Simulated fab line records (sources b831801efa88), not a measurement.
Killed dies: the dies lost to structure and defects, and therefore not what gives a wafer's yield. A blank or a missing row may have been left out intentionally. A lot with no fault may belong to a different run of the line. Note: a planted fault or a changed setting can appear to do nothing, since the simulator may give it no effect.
A lot that was struck, set against a sound lot ; flow sky130 ; 14 steps out of a route of 708
Sound: the wafers L176.1, L176.4, L176.6. The struck wafers were L180.3, L180.5, L180.6. The cause is named last.
Each step with rows lists, per side, the tool, then ch with its chambers, then its first start. Under that, the readings that differ: sound wafers ; struck wafers ; difference of the means ; sigmas: that difference in standard deviations of wafers without a fault.
alike: same words and numbers on both sides, and readings whose means sit less than 2 such deviations apart. not compared: any withheld reading, any reading some wafer has no value for, any bound like >300 that may hide the same value, and any number with overlapping values for which the record gives no deviation.
The two part at a step that has a row with sigmas, a row that says differs or no value, or rows on one side only. Numbers that don't overlap but have no deviation are shown without sigmas and don't part them. A reading missing from all wafers of one side parts the sides only when that side holds two or more wafers.

SKY_POLY_GATE_ETCH_17: etches poly-Si in HBr/Cl2, stops on SiO2, target depth 180 nm, time 70.5 s.
  sound on rie_si-02 ch 0,1,2, day 19 15:08; struck on rie_si-02 ch 0,2,3, day 21 02:01
  alike: bias_w, drypump_motor_current_A, oes_product_au, throttle_valve_pct
  not compared: rf_hours_counter_h
SKY_POLY_GATE_STRIP_18: strips in O2/N2.
  sound on plasma_asher-04 ch 0,1, day 19 15:12; struck on plasma_asher-04 ch 0,1, day 21 02:06
  alike: drypump_motor_current_A, oes_product_au, strip_time_to_endpoint_s
  not compared: rf_hours_counter_h
then, 2 steps without rows for these wafers: SKY_POLY_GATE_CLEAN_19 (cleans in SC1/SC2, time 150 s); SKY_POLY_GATE_OXIDATION_20 (stabilise 600 s, purge 300 s, target thk 4 nm).
SKY_POLY_GATE_THK_MEAS_21:
  struck on film_metro-03, day 21 03:29; sound on film_metro-03, day 19 16:46
  alike: POLY_GATE_OXIDATION_THK
SKY_POLY_GATE_CD_MEAS_22:
  struck on cd_sem-02, day 21 03:35; sound on cd_sem-01, day 19 16:49
  alike: cd_nm
then, 6 steps without rows for these wafers: SKY_LDD_N_DEHYDRATE_00 (time 60 s); SKY_LDD_N_HMDS_01 (prime time 60 s); SKY_LDD_N_COAT_02 (resist thk 300 nm); SKY_LDD_N_SOFTBAKE_03 (time 60 s); SKY_LDD_N_EXPOSE_04 (exposes mask NTM, target cd 840 nm); SKY_LDD_N_PEB_05.
SKY_LDD_N_DEVELOP_06: develop time 60 s.
  sound on litho_track-04 ch 0, day 20 23:56; struck on litho_track-04, day 22 09:41
  no value came back on the struck wafers for chill_plate_temp_C (C), develop_time_s (s); on the sound wafers chill_plate_temp_C (C) reads 23.13 23.07 23.15
SKY_LDD_N_OVL_MEAS_07:
  struck on overlay-01, day 22 09:48; sound on overlay-02, day 21 00:05
reading;sound;struck;difference;sigmas
LDD_N_OVL (nm);0.7 -2.6 -3.1;- - -;no value on the struck wafers;

## WHERE THEY PART
First at SKY_LDD_N_DEVELOP_06; last, within this record, at SKY_LDD_N_OVL_MEAS_07.

WHY: what had been put in by the simulator
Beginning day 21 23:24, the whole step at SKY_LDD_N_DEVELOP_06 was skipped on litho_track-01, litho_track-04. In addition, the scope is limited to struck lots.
